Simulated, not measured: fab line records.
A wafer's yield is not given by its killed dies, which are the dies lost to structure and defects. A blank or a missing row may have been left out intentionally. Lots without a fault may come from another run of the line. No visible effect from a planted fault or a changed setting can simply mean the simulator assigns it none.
Struck lot and sound lot, side by side ; flow sky130 ; 14 out of 708 route steps
Sound: these wafers, L532.2, L532.4, L532.5. Struck: wafers L531.1, L531.3, L531.4. The cause is given at the end.
Per side, at each step with rows, come the tool, then ch with its chambers, and then its first start. Under that, the readings that differ: sound wafers ; struck wafers ; difference of the means ; sigmas: that difference in standard deviations of wafers without a fault.
alike: a reading whose means differ by less than 2 such deviations, as well as words and numbers matching on both sides. not compared: withheld readings; readings where some wafer has no value; bounds like >300 that might hide an equal value; numbers whose values overlap and for which the record gives no deviation.
A row with sigmas, a row that says differs or no value, or rows on one side alone: a step with any of these is where the two part. Non-overlapping numbers with no deviation appear without sigmas and do not part them. A reading that every wafer of one side lacks parts them only if that side has two wafers or more.

first, 2 steps without rows for these wafers: SKY_LDD_HVN_PEB_05; SKY_LDD_HVN_DEVELOP_06 (develop time 60 s).
SKY_LDD_HVN_OVL_MEAS_07:
  sound on overlay-02, day 22 22:28; struck on overlay-02, day 22 16:34
  alike: LDD_HVN_OVL
following that, these wafers have no rows for 1 step: SKY_LDD_HVN_IMPLANT_08.
SKY_LDD_HVN_STRIP_09: strips in O2/N2.
  sound on plasmaAsher-04 ch 1, day 22 22:39; struck on plasmaAsher-04 ch 0,1, day 22 16:45
  alike: drypumpMotorCurrentA, oesProductAu, stripTimeToEndpointS
  not compared: rfHoursCounterH
SKY_LDD_HVN_TW_MEAS_10:
  sound on filmMetro-04, day 22 22:46; struck on filmMetro-04, day 22 16:51
  alike: LDD_HVN_TW
then, 6 steps without rows for these wafers: SKY_LDD_HVP_DEHYDRATE_00 (time 60 s); SKY_LDD_HVP_HMDS_01 (prime time 60 s); SKY_LDD_HVP_COAT_02 (resist thk 300 nm); SKY_LDD_HVP_SOFTBAKE_03 (time 60 s); SKY_LDD_HVP_EXPOSE_04 (exposes mask HVPTM, target cd 700 nm); SKY_LDD_HVP_PEB_05.
SKY_LDD_HVP_DEVELOP_06: develop time 60 s.
  sound on lithoTrack-02 ch 0, day 24 04:13; struck on lithoTrack-02, day 23 21:59
  no value came back on the struck wafers for chillPlateTempC (C), developTimeS (s); on the sound wafers chillPlateTempC (C) reads 22.92 23.12 22.99
SKY_LDD_HVP_OVL_MEAS_07:
  sound on overlay-02, day 24 04:20; struck on overlay-01, day 23 22:08
reading;sound;struck;difference;sigmas
LDD_HVP_OVL (nm);2.2 1.0 1.2;- - -;no value on the struck wafers;

== WHERE THEY PART ==
Last at SKY_LDD_HVP_OVL_MEAS_07 as far as this record goes, first at SKY_LDD_HVP_DEVELOP_06.

WHY: the cause the simulator had injected
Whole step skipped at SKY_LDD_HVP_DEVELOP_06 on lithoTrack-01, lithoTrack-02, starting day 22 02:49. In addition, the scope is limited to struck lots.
